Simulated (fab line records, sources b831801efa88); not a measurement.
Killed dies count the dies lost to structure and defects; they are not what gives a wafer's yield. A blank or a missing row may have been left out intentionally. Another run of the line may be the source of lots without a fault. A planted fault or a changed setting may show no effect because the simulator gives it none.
fab line records	flow sky130
[record] lots = 7	wafers = 21	lastDay = 50
route steps=708 shown SONOS_ONO@168
lots that met no fault: from a run of the same line without faults
startH: hours from the record's first day to the start of the lot's first wafer shown	waitH: hours since the lot's step before	" unchanged from the row above	L1.1+2: several wafers, shown together as one row	- value missing, or start not given	* or withheld: withheld	< > ~ a bound
route shown NAME@n: NAME is a module with steps in the file, n the number in the route of the first one	usual: the fault-free wafers' mean and standard deviation	same: alike in all rows	chamber/n: place in a boat	sites: the reading at each site	_std_site: their standard deviation	_edge_site: outer sites' mean less inner sites'	radiusMm: for every site, how far away it sits from the centre of the wafer	mask NAME#n: copy n	behind: the last tool/chamber to shape the wafer	hold: what put the lot on hold/how long, in hours/how the hold closed	device: which transistor (n, p or np) failed to switch	end of line: the tests these same wafers got at the end of their route	a step given without rows: its recipe and nothing more	killed: not the wafer's yield, but the dies lost to structure and defects at the first sort	map: the dies of a wafer, with x for killed, . for not killed, _ for no die there
set.NAME: the setting the step ran with; set.NAME@STEP: the setting that earlier step ran with	model.NAME: the simulator's own value behind a step, which no gauge read
lots seen at some steps along the route; tables by step, rows by wafer
services: when a tool's chamber went out of use (startH, in hours from the record's first day, below 0 if earlier), for how many hours, and the reason
[[steps]]
[step SKY_SONOS_ONO_OXIDATION_00]
[recipe] tempC = 800	ambient = O2	idleTempC = 700	rampUpCPerMin = 10	rampDownCPerMin = 3	stabiliseS = 600	purgeS = 300	targetThkA = 26	oxTimeS = 1249
[step SKY_SONOS_ONO_THK_MEAS_01]
[recipe] reads = SiO2_of_SONOS_ONO_OXIDATION_00
[usual] SONOS_ONO_OXIDATION_THK = 2.61/0.053
lot.wafer	tool	chamber	startH	waitH	SONOS_ONO_OXIDATION_THK[nm]
L516.1	filmMetro-01	-	270.95	0.0	2.62
L516.4	"	-	"	"	2.61
L516.6	"	-	"	"	2.70
L519.2	filmMetro-04	-	291.47	0.0	2.62
L519.4	"	-	"	"	2.58
L519.5	"	-	"	"	2.68
L528.2	filmMetro-04	-	371.31	0.0	2.69
L528.5	"	-	"	"	2.64
L528.6	"	-	"	"	2.63
L529.1	filmMetro-01	-	377.64	0.0	2.67
L529.5	"	-	"	"	2.68
L529.6	"	-	"	"	2.69
L530.2	filmMetro-04	-	385.26	0.0	2.53
L530.3	"	-	"	"	2.65
L530.5	"	-	"	"	2.56
L533.1	filmMetro-01	-	408.67	0.0	2.64
L533.2	"	-	"	"	2.62
L533.5	"	-	"	"	2.67
L537.1	filmMetro-01	-	437.31	0.0	2.58
L537.2	"	-	"	"	2.62
L537.4	"	-	"	"	2.57
[step SKY_SONOS_ONO_CVD_02]
[recipe] material = Si3N4	precursor = DCS/NH3	targetThkNm = 10.5	tempC = 770	timeS = 180	pressureMtorr = 250
[step SKY_SONOS_ONO_THK_MEAS_03]
[recipe] reads = Si3N4_of_SONOS_ONO_CVD_02
[usual] SONOS_ONO_CVD_02_THK = 10.51/0.11
lot.wafer	tool	chamber	startH	waitH	SONOS_ONO_CVD_02_THK[nm]
L516.1	filmMetro-04	-	272.06	0.0	10.54
L516.4	"	-	"	"	10.42
L516.6	"	-	"	"	10.60
L519.2	filmMetro-01	-	294.84	0.0	10.66
L519.4	"	-	"	"	10.46
L519.5	"	-	"	"	10.51
L528.2	filmMetro-04	-	372.42	0.0	10.45
L528.5	"	-	"	"	10.50
L528.6	"	-	"	"	10.40
L529.1	filmMetro-04	-	381.46	0.0	10.51
L529.5	"	-	"	"	10.41
L529.6	"	-	"	"	10.39
L530.2	filmMetro-01	-	391.38	0.0	10.66
L530.3	"	-	"	"	10.71
L530.5	"	-	"	"	10.74
L533.1	filmMetro-04	-	411.43	0.0	10.59
L533.2	"	-	"	"	10.61
L533.5	"	-	"	"	10.67
L537.1	filmMetro-03	-	438.94	0.0	10.51
L537.2	"	-	"	"	10.57
L537.4	"	-	"	"	10.73
[step SKY_SONOS_ONO_CVD_04]
[recipe] material = SiO2	precursor = SiH4/N2O	targetThkNm = 5.7199	tempC = 900	pressureMtorr = 400
[step SKY_SONOS_ONO_THK_MEAS_05]
[recipe] reads = SiO2_of_SONOS_ONO_CVD_04
[usual] SONOS_ONO_CVD_04_THK = 5.76/0.12
lot.wafer	tool	chamber	startH	waitH	SONOS_ONO_CVD_04_THK[nm]
L516.1	filmMetro-04	-	273.37	0.0	5.79
L516.4	"	-	"	"	5.77
L516.6	"	-	"	"	5.77
L519.2	filmMetro-01	-	296.15	0.0	5.62
L519.4	"	-	"	"	5.68
L519.5	"	-	"	"	5.75
L528.2	filmMetro-03	-	374.35	0.0	5.91
L528.5	"	-	"	"	5.88
L528.6	"	-	"	"	5.87
L529.1	filmMetro-04	-	382.77	0.0	5.65
L529.5	"	-	"	"	5.69
L529.6	"	-	"	"	5.73
L530.2	filmMetro-03	-	392.69	0.0	5.81
L530.3	"	-	"	"	5.77
L530.5	"	-	"	"	5.83
L533.1	filmMetro-04	-	412.74	0.0	5.80
L533.2	"	-	"	"	5.84
L533.5	"	-	"	"	5.89
L537.1	filmMetro-03	-	440.25	0.0	5.82
L537.2	"	-	"	"	5.76
L537.4	"	-	"	"	5.75
[step SKY_SONOS_ONO_DEHYDRATE_06]
[recipe] tempC = 200	timeS = 60
[step SKY_SONOS_ONO_HMDS_07]
[recipe] primeTimeS = 60	primeTempC = 120
[step SKY_SONOS_ONO_COAT_08]
[recipe] resist = NOVOLAK	spinRpm = 3000	resistThkNm = 1140
[step SKY_SONOS_ONO_SOFTBAKE_09]
[recipe] tempC = 90	timeS = 60	resist = NOVOLAK
[step SKY_SONOS_ONO_EXPOSE_10]
[recipe] maskId = ONOM	targetCdNm = 410	na = 0.6	sourceShape = conventional	sigmaOuter = 0.6	doseMj = 150
[step SKY_SONOS_ONO_PEB_11]
[recipe] tempC = withheld	timeS = *	resist = NOVOLAK
[step SKY_SONOS_ONO_DEVELOP_12]
[recipe] developTimeS = 60	devTempC = 23
[usual] chillPlateTempC = 23.03/0.11	developTimeS = 60/0
lot.wafer	tool	chamber	startH	waitH	chillPlateTempC	developTimeS
L516.1	lithoTrack-02	0	299.16	0.1	22.99	60
L516.4	"	0	"	"	22.95	60
L516.6	"	0	"	"	22.83	60
L519.2	lithoTrack-02	0	321.38	0.1	22.89	60
L519.4	"	0	"	"	23.13	60
L519.5	"	0	"	"	22.99	60
L528.2	lithoTrack-02	-	402.78	0.1	-	-
L528.5	"	-	"	"	-	-
L528.6	"	-	"	"	-	-
L529.1	lithoTrack-04	-	412.15	0.1	-	-
L529.5	"	-	"	"	-	-
L529.6	"	-	"	"	-	-
L530.2	lithoTrack-04	-	422.18	0.1	-	-
L530.3	"	-	"	"	-	-
L530.5	"	-	"	"	-	-
L533.1	lithoTrack-01	0	442.92	0.1	23.01	60
L533.2	"	0	"	"	22.91	60
L533.5	"	0	"	"	23.09	60
L537.1	lithoTrack-04	0	470.95	0.1	22.84	60
L537.2	"	0	"	"	22.92	60
L537.4	"	0	"	"	23.11	60
[step SKY_SONOS_ONO_CD_MEAS_13]
[recipe] targetCdNm = 410
[usual] cdNm = 409.4/2.5
lot.wafer	tool	chamber	startH	waitH	cdNm
L516.1	cdSem-01	-	299.31	0.1	410.1
L516.4	"	-	"	"	408.5
L516.6	"	-	"	"	409.4
L519.2	cdSem-02	-	321.53	0.1	412.2
L519.4	"	-	"	"	410.8
L519.5	"	-	"	"	411.2
L528.2	cdSem-01	-	402.93	0.1	-
L528.5	"	-	"	"	-
L528.6	"	-	"	"	-
L529.1	cdSem-01	-	412.30	0.1	-
L529.5	"	-	"	"	-
L529.6	"	-	"	"	-
L530.2	cdSem-01	-	422.32	0.1	-
L530.3	"	-	"	"	-
L530.5	"	-	"	"	-
L533.1	cdSem-02	-	443.07	0.1	412.2
L533.2	"	-	"	"	413.1
L533.5	"	-	"	"	411.7
L537.1	cdSem-01	-	471.10	0.1	411.5
L537.2	"	-	"	"	411.9
L537.4	"	-	"	"	411.1
[[services]]
tool	chamber	startH	hours	kind
lithoTrack-04	-	371.28	-	consumableReplace:filter
[[key]]
[firstSign] step = SKY_SONOS_ONO_DEVELOP_12	reading = toolRecord	direction = missing
effect none on later readings
metAt SKY_SONOS_ONO_DEVELOP_12
struckWafers L528.2,L528.5,L528.6,L529.1,L529.5,L529.6,L530.2,L530.3,L530.5
laterRowsLeftOut L528.2,L528.5,L528.6,L529.1,L529.5,L529.6,L530.2,L530.3,L530.5
sortLeftOut L528.2,L528.5,L528.6,L529.1,L529.5,L529.6,L530.2,L530.3,L530.5
testerLeftOut L528,L529,L530
onsetBetween 321.38 402.78
[fault] kind = skippedStepWhole	tool = lithoTrack-02,lithoTrack-04	chamber = -	onsetH = 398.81	steps = SKY_SONOS_ONO_DEVELOP_12	scope = struckLotsOnly
// testerLeftOut: of these lots the tester's yield and bins aren't shown, on N5 and GAA mostly nor the transistor test; their killed dies are dies lost to structure and defects alone, not to doping, threshold or leakage, so they don't give the yield
// sortLeftOut: the simulated sort isn't trusted on such a fault, so these wafers' sort isn't shown, and their yield isn't known
// laterRowsLeftOut: the simulator's readings of these wafers behind a module that went badly wrong aren't trusted and aren't shown, but for the sort
